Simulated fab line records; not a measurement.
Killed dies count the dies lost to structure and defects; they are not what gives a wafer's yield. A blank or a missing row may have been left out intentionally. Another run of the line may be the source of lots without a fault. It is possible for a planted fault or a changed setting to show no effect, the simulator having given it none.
Problem report, 8D (eight disciplines) form, completed by code ; flow gf180mcu ; the parts of the form that need people (team, actions taken, sign-off) are left out

1. THE PROBLEM
At GF_HV_LDD_CD_MEAS_46, cd_nm averages 417.7 nm over 9 wafers from 3 lots, while fault-free wafers read 402.6 nm, standard deviation 2.5. Measured from the usual mean, that is +6.0 standard deviations.
The step: target cd 400 nm.
First seen on wafer L671.3, day 15 05:49, on cd_sem-01. The record holds 36 wafers of 12 lots with a number at this step. Rule for "out" (also "out of limits"): further than 4 standard deviations from the usual mean. The other wafers with a number count as sound.

2. WHAT IT IS AND WHAT IT IS NOT
question;is;is not
which readings at this step;cd_nm;-
which lots;L671, L672, L674;L664, L667, L668, L676, L680, L681, L683, L685, L686
which wafers of those lots;all that have a number;-
read on which gauges;cd_sem-01, cd_sem-02;-
when;from day 15 05:49;"up to then (9 sound wafers); but 18 sound wafers of L676, L680, L681, L683, L685, L686 came after"

3. THE SUSPECTS, EACH WITH WHAT RULES IT OUT
Counting: a tool at a process step up to the reading stays a suspect if it ran every lot that is out and no sound lot after the first of them.
- the gauge at GF_HV_LDD_CD_MEAS_46 has been ruled out. The wafers that are out were read on 2 gauges (cd_sem-01, cd_sem-02).
- litho_track-03 at GF_HV_LDD_COAT_41 (resist thk 1000 nm): ruled out as a lasting fault. Sound lots L683 ran on it after its first lot that is out, L671 (day 14 18:37).
Left after counting: nothing in the record.

4. THE CAUSE (what the simulator had put in)
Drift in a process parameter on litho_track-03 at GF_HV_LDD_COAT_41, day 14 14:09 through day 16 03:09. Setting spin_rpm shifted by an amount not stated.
The count ruled it out by mistake, since the rule takes a fault to strike every lot its tool runs from the start of the fault on, and this one did not do so.

5. THE CHAIN OF EFFECTS, in route order
Rows list readings where the struck wafers' mean (over those with a number) sits beyond 3 standard deviations from the usual. Scope: only readings with a usual standard deviation given in the record; hours: median across lots of the time from each lot's start at the first step in this table that gives one to its start at this step; sigmas: change in usual standard deviations.
hours;step;reading;usual;on struck wafers;change;sigmas
0;GF_HV_LDD_COAT_41;spin_speed_rpm;3000.1 rpm;4031.9;+1031.8;+99 or more
11;GF_HV_LDD_CD_MEAS_46;cd_nm;402.6 nm;417.7;+15.1;+6.0
11;GF_HV_LDD_STRIP_49;oes_product_au;0.716 a.u.;0.691;-0.025;-5.3
11;GF_HV_LDD_STRIP_49;strip_time_to_endpoint_s;12.62 s;10.98;-1.64;-38
Here are the process steps it includes:
- GF_HV_LDD_COAT_41: resist thk 1000 nm.
- GF_HV_LDD_STRIP_49: strips in O2/N2.
At these later measuring or inspecting steps, every struck wafer for which the step has a row has a number for every such reading, and none has moved that far: GF_HV_LDD_THK_MEAS_55.

6. WHAT WOULD HAVE CAUGHT IT SOONER
16 hours passed between the start of the fault at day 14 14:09 and the first reading out of limits at a measuring or inspecting step in this record, taken at day 15 05:49.
The tool's own readings at GF_HV_LDD_COAT_41 were out on every struck wafer that the step has a row for (spin_speed_rpm): an alarm limit on them would have fired on the first of those.
